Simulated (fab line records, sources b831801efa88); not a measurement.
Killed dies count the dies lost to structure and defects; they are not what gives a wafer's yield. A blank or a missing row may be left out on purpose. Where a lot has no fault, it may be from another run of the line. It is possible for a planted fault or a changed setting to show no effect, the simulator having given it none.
fab line records | flow gf180mcu
record: lots: 5 wafers: 15 last-day: 34
route steps=602 shown M4@461
lots that met no fault: from a run of the same line without faults
start-h: the number of hours between the record's first day and the start of the first shown wafer of the lot | wait-h: how many hours have passed since the lot's step before this one | " same as the row above | L1.1+2: one row covering several wafers at once | - no value present, or no start provided | * or withheld: withheld | < > ~ a bound
route shown NAME@n: a module of which the file shows steps, and the number in the route of the first | usual: mean/standard deviation taken from wafers without a fault | same: alike in all rows | chamber/n: place in a boat | sites: each site's reading | _std_site: their standard deviation | _edge_site: mean of outer sites minus mean of inner sites | radius-mm: for every site, how far away it sits from the centre of the wafer | mask NAME#n: copy n | behind: the last tool/chamber to shape the wafer | hold: cause of the lot's hold/its duration in hours/its outcome | device: transistor that didn't switch, given as n, p or np | end of line: the route-end tests of the same wafers | a step given without rows: its recipe and nothing more | killed: count of dies lost to structure and defects at first sort (not the wafer's yield) | map: shows each die of a wafer: x if killed, . if not, _ if none is there
set.NAME: setting as actually run; set.NAME@STEP: the setting as run at that earlier step | model.NAME: the simulator's own value behind a step, which no gauge read
certain route steps with their lots: each step a table, each wafer a row
services: the hour from which a tool's chamber was out of use, counted from the record's first day as start-h (under 0 if before that day), plus the number of hours and why
== steps ==
step: GF_M4_RS_MEAS_05
recipe: thk-meas-gauge: four-point-probe reads: TiN_of_M4_SPUTTER_04+Ti_of_M4_SPUTTER_03+AlCu_of_M4_SPUTTER_02+TiN_of_M4_SPUTTER_01+Ti_of_M4_SPUTTER_00
usual: M4_ALCU_RS: 0.0694/0.00064
columns lot.wafer tool chamber start-h wait-h M4_ALCU_RS[ohm/sq]
L079.2 film-metro-01 - 562.15 0.0 0.0698
L079.3 " - " " 0.0698
L079.4 " - " " 0.0701
L080.1 film-metro-04 - 568.31 0.0 0.0695
L080.2 " - " " 0.0702
L080.5 " - " " 0.0692
L088.3 film-metro-01 - 642.80 0.1 0.0693
L088.4 " - " " 0.0686
L088.5 " - " " 0.0692
L089.2 film-metro-04 - 644.03 0.0 0.0693
L089.3 " - " " 0.0697
L089.6 " - " " 0.0692
L096.3 film-metro-04 - 683.33 0.1 0.0693
L096.4 " - " " 0.0693
L096.6 " - " " 0.0688
step: GF_M4_THK_MEAS_06
recipe: thk-meas-gauge: xrf reads: AlCu_of_M4_SPUTTER_02
usual: M4_ALCU_THK: 461/4.5
columns lot.wafer tool chamber start-h wait-h M4_ALCU_THK[nm]
L079.2 film-metro-01 - 562.26 0.1 464
L079.3 " - " " 461
L079.4 " - " " 459
L080.1 film-metro-04 - 568.43 0.1 460
L080.2 " - " " 452
L080.5 " - " " 461
L088.3 film-metro-01 - 642.90 0.1 461
L088.4 " - " " 467
L088.5 " - " " 465
L089.2 film-metro-04 - 644.14 0.1 464
L089.3 " - " " 462
L089.6 " - " " 466
L096.3 film-metro-04 - 683.43 0.1 462
L096.4 " - " " 464
L096.6 " - " " 467
step: GF_M4_DEHYDRATE_07
recipe: temp-c: 200 time-s: 60
columns lot.wafer tool chamber start-h wait-h
L079.2+3+4 litho-track-02 0 572.95 10.7
L080.1+2+5 litho-track-02 0 578.58 10.1
L088.3+4+5 litho-track-01 0 652.08 9.2
L089.2+3+6 litho-track-04 0 653.19 9.0
L096.3+4+6 litho-track-04 0 692.07 8.6
step: GF_M4_HMDS_08
recipe: prime-time-s: 60 prime-temp-c: 120
same: prime-time-s: 60
columns lot.wafer tool chamber start-h wait-h
L079.2+3+4 litho-track-02 0 573.10 0.1
L080.1+2+5 litho-track-02 0 578.73 0.1
L088.3+4+5 litho-track-01 0 652.23 0.1
L089.2+3+6 litho-track-04 0 653.34 0.1
L096.3+4+6 litho-track-04 0 692.22 0.1
step: GF_M4_COAT_09
recipe: resist: KrF spin-rpm: withheld resist-thk-nm: 1000
columns lot.wafer tool chamber start-h wait-h
L079.2+3+4 litho-track-02 0 573.25 0.1
L080.1+2+5 litho-track-02 0 578.88 0.1
L088.3+4+5 litho-track-01 0 652.38 0.1
L089.2+3+6 litho-track-04 0 653.49 0.1
L096.3+4+6 litho-track-04 0 692.37 0.1
step: GF_M4_SOFTBAKE_10
recipe: temp-c: 130 time-s: 60 resist: KrF
columns lot.wafer tool chamber start-h wait-h
L079.2+3+4 litho-track-02 0 573.40 0.1
L080.1+2+5 litho-track-02 0 579.03 0.1
L088.3+4+5 litho-track-01 0 652.53 0.1
L089.2+3+6 litho-track-04 0 653.64 0.1
L096.3+4+6 litho-track-04 0 692.52 0.1
step: GF_M4_EXPOSE_11
recipe: mask-id: Metal4 target-cd-nm: 280 na: 0.68 source-shape: conventional sigma-outer: 0.6 dose-mj: 28
columns lot.wafer tool chamber start-h wait-h mask
L079.2+3+4 krf-scanner-02 0 - - Metal4#0
L080.1+2+5 krf-scanner-02 0 - - Metal4#0
L088.3+4+5 krf-scanner-01 0 - - Metal4#0
L089.2+3+6 krf-scanner-02 0 - - Metal4#0
L096.3+4+6 krf-scanner-02 0 - - Metal4#0
step: GF_M4_PEB_12
recipe: peb-temp-c: 135 peb-time-s: 90 resist: KrF
columns lot.wafer tool chamber start-h wait-h
L079.2+3+4 litho-track-02 0 - -
L080.1+2+5 litho-track-01 0 - -
L088.3+4+5 litho-track-02 0 - -
L089.2+3+6 litho-track-01 0 - -
L096.3+4+6 litho-track-04 0 - -
step: GF_M4_DEVELOP_13
recipe: develop-time-s: 60 dev-temp-c: 21
usual: developer-temp-C: 20.99/0.1
columns lot.wafer tool chamber start-h wait-h developer-temp-C
L079.2 litho-track-02 0 583.35 0.2 21.07
L079.3 " 0 " " 21.07
L079.4 " 0 " " 21.04
L080.1 litho-track-01 0 589.88 0.2 20.96
L080.2 " 0 " " 21.08
L080.5 " 0 " " 21.05
L088.3 litho-track-02 0 662.43 0.1 20.93
L088.4 " 0 " " 20.89
L088.5 " 0 " " 20.90
L089.2 litho-track-01 0 663.36 0.2 20.94
L089.3 " 0 " " 20.73
L089.6 " 0 " " 21.00
L096.3 litho-track-04 0 701.72 0.1 21.02
L096.4 " 0 " " 21.03
L096.6 " 0 " " 21.16
step: GF_M4_CD_MEAS_14
recipe: target-cd-nm: 280
usual: cd-nm: 280.1/1.2
columns lot.wafer tool chamber start-h wait-h cd-nm
L079.2 cd-sem-02 - 583.51 0.1 280.1
L079.3 " - " " 278.6
L079.4 " - " " 279.6
L080.1 cd-sem-02 - 590.12 0.2 280.9
L080.2 " - " " 281.7
L080.5 " - " " 280.9
L088.3 cd-sem-02 - 662.57 0.1 279.5
L088.4 " - " " 280.9
L088.5 " - " " 278.5
L089.2 cd-sem-01 - 663.50 0.1 281.6
L089.3 " - " " 280.3
L089.6 " - " " 280.7
L096.3 cd-sem-02 - 701.86 0.1 281.3
L096.4 " - " " 281.2
L096.6 " - " " 281.7
step: GF_M4_OVL_MEAS_15
usual: M4_OVL: 1/6.6
columns lot.wafer tool chamber start-h wait-h M4_OVL[nm]
L079.2 overlay-02 - 583.61 0.1 -3
L079.3 " - " " -10
L079.4 " - " " -3
L080.1 overlay-02 - 590.24 0.1 -10
L080.2 " - " " 8
L080.5 " - " " -7
L088.3 overlay-01 - 662.66 0.1 8
L088.4 " - " " 2
L088.5 " - " " 8
L089.2 overlay-01 - 663.61 0.1 -1
L089.3 " - " " 6
L089.6 " - " " -2
L096.3 overlay-02 - 701.95 0.1 1
L096.4 " - " " -3
L096.6 " - " " -5
step: GF_M4_METAL_ETCH_16
recipe: chemistry: Cl2/BCl3 mask-material: KrF target-depth-nm: 627.5 stop-on: SiO2 pressure-mtorr: 8 icp-w: 800 bias-w: 140 Cl2_flow_sccm: 80 bcl3-flow-sccm: 40 time-s: 104.6
usual: drypump-motor-current-A: 5.6/0.37 he-backside-leak-sccm: 3.31/0.26 mfc-cl2-sccm: 80.02/0.19 oes-product-au: 0.972/0.0064 throttle-valve-pct: 28.252/0.0098
columns lot.wafer tool chamber start-h wait-h drypump-motor-current-A he-backside-leak-sccm mfc-cl2-sccm oes-product-au rf-hours-counter-h throttle-valve-pct
L079.2 rie-metal-02 1 583.64 0.0 5.8 3.31 80.44 0.971 6.0 28.252
L079.3 " 0 " " 6.1 3.12 79.76 0.973 - 28.243
L079.4 " 1 " " 5.8 3.35 79.93 0.967 - 28.252
L080.1 rie-metal-04 0 590.27 0.0 5.0 3.30 79.78 0.971 7.1 28.244
L080.2 " 1 " " 5.8 3.48 79.99 0.972 4.5 28.240
L080.5 " 1 " " 5.8 3.47 79.98 0.969 - 28.256
L088.3 rie-metal-02 0 662.72 0.1 6.1 3.02 80.01 0.976 - 28.251
L088.4 " 1 " " 5.8 3.44 80.44 0.971 - 28.257
L088.5 " 1 " " 5.8 3.65 80.17 0.970 - 28.262
L089.2 rie-metal-04 0 663.64 0.0 5.1 3.29 79.88 0.976 10.0 28.252
L089.3 " 1 " " 5.8 3.61 80.23 0.958 - 28.256
L089.6 " 0 " " 5.1 3.06 79.80 0.965 - 28.257
L096.3 rie-metal-02 0 702.01 0.1 6.1 3.14 80.12 0.966 - 28.257
L096.4 " 1 " " 5.8 3.43 79.89 0.972 - 28.260
L096.6 " 0 " " 6.1 3.19 80.14 0.971 - 28.253
step: GF_M4_STRIP_17
recipe: chemistry: O2/N2 power-w: 1400 pressure-mtorr: 1500 platen-temp-c: 250 o2-flow-sccm: 3000 n2-flow-sccm: 300 overash-fraction: 0.5
usual: drypump-motor-current-A: 5.5/0.35 heater-power-w: 321/22 oes-product-au: 0.557/0.0049 strip-time-to-endpoint-s: 7.86/0.053
columns lot.wafer tool chamber start-h wait-h drypump-motor-current-A heater-power-w oes-product-au rf-hours-counter-h strip-time-to-endpoint-s
L079.2 plasma-asher-04 1 583.76 0.1 5.8 322 0.550 48 7.98
L079.3 " 1 " " 5.8 323 0.566 - 7.84
L079.4 " 0 " " 5.5 338 0.562 - 7.93
L080.1 plasma-asher-04 1 590.39 0.1 5.8 322 0.548 48 7.85
L080.2 " 0 " " 5.5 353 0.556 48 7.82
L080.5 " 0 " " 5.5 337 0.546 - 7.84
L088.3 plasma-asher-04 1 662.83 0.1 5.8 332 0.557 - 7.82
L088.4 " 0 " " 5.5 334 0.559 - 7.86
L088.5 " 0 " " 5.5 340 0.557 - 7.88
L089.2 plasma-asher-04 1 663.75 0.1 5.8 331 0.562 56 7.90
L089.3 " 1 " " 5.8 322 0.557 - 7.84
L089.6 " 1 " " 5.8 325 0.554 - 7.90
L096.3 plasma-asher-04 1 702.12 0.1 5.8 318 0.551 - 7.83
L096.4 " 0 " " 5.5 338 0.560 - 7.89
L096.6 " 1 " " 5.8 316 0.553 - 7.86
step: GF_M4_STRIP_18
recipe: chemistry: post-etch-residue-remover time-s: 1200 temp-c: 72.5
usual: bath-heat-duty-pct: 14.1/1.3
columns lot.wafer tool chamber start-h wait-h bath-heat-duty-pct
L079.2 wet-bench-02 1 583.86 0.1 13.8
L079.3 " 1 " " 13.4
L079.4 " 1 " " 12.1
L080.1 wet-bench-03 0 590.49 0.1 15.1
L080.2 " 0 " " 14.9
L080.5 " 0 " " 15.0
L088.3 wet-bench-03 0 662.89 0.0 14.6
L088.4 " 0 " " 15.4
L088.5 " 0 " " 14.9
L089.2 wet-bench-02 3 663.85 0.1 18.3
L089.3 " 3 " " 16.9
L089.6 " 3 " " 15.1
L096.3 wet-bench-03 3 702.19 0.0 14.3
L096.4 " 3 " " 13.9
L096.6 " 3 " " 13.4
== services ==
columns tool chamber start-h hours kind
wet-bench-03 - 554.49 2.6 repair
krf-scanner-02 - 587.24 1.0 pm
krf-scanner-01 - 589.47 1.0 pm
krf-scanner-02 - 590.47 0.8 pm
krf-scanner-01 - 591.22 1.3 pm
krf-scanner-01 0 625.70 - calibration
krf-scanner-01 - 648.92 0.6 repair
krf-scanner-02 - 655.39 1.3 pm
plasma-asher-04 - 656.14 3.0 repair
krf-scanner-02 0 669.34 - calibration
rie-metal-04 - 674.45 1.4 pm
rie-metal-02 - 675.17 0.6 repair
krf-scanner-01 - 683.41 0.8 pm
krf-scanner-02 - 685.93 3.6 pm
== key ==
fault none
